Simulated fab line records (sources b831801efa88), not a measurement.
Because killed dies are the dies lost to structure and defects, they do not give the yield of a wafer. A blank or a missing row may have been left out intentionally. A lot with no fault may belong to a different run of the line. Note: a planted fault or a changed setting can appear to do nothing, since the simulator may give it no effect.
Which tool did it?    flow gf180mcu    6 lots with 18 wafers sampled at 2 steps, on a route of 602 steps

## WHAT EACH GAUGE READ, for each wafer
GF_STI_THK_MEAS_24.
lot   measured     on             STI_CVD_23_THK (nm)
L538  day 2 09:35  film metro-02  640 654 651
L540  day 2 19:02  film metro-02  649 661 650
L549  day 4 17:49  film metro-03  648 659 1094
L552  day 5 08:44  film metro-04  642 652 651
L555  day 5 23:50  film metro-03  651 649 650
L560  day 7 01:45  film metro-02  649 645 641

## EACH LOT AND THE TOOL THAT RAN IT (in order: tool; ch and the chambers of the sampled wafers; start)
lot   GF_STI_CVD_23
L538  hdpcvd-01 ch 1,2, day 2 09:31
L540  hdpcvd-01 ch 0,1, day 2 18:56
L549  hdpcvd-01 ch 1,2, day 4 17:43
L552  hdpcvd-02 ch 0,1,2, day 5 08:40
L555  hdpcvd-02 ch 0,1, day 5 23:45
L560  hdpcvd-02 ch 0,1,2, day 7 01:41
- GF_STI_CVD_23: deposits SiO2, target thk 650 nm, time 108.3 s.

## THE ANSWER, worked out from the rows above alone
Rule: the lots themselves supply what counts as usual. The widest of any qualifying gaps counts: lots, ordered by their means at a reading, are off when they make up no more than a third of the lots, leave a main group of 4 or more, and stand apart from it by 3 or more times the standard deviation of that group's means. Not used: any main group whose means are identical at the precision the tables above print for the reading. Also off: a lot with no number at a reading for which 4 or more lots have one. Where the step has rows for the other lots, those lots are counted as sound.
Off: L549, at GF_STI_THK_MEAS_24 (STI_CVD_23_THK). Mean 649 nm and standard deviation 2.7 in the main group.
If a tool, at a process step before that reading, ran all the lots that are off and no sound lot after the first of them, it fits. Those tools and the gauges at GF_STI_THK_MEAS_24 are tried in the same way. One candidate fits, namely hdpcvd-01 at GF_STI_CVD_23. Its last sound lot is L540 (day 2 18:56), its first lot that is off L549 (day 4 17:43): a fault that began between those two fits.

## WHAT THE SIMULATOR HAD INSERTED
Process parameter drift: hdpcvd-01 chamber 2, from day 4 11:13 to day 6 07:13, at GF_STI_CVD_23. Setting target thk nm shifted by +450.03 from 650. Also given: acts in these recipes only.
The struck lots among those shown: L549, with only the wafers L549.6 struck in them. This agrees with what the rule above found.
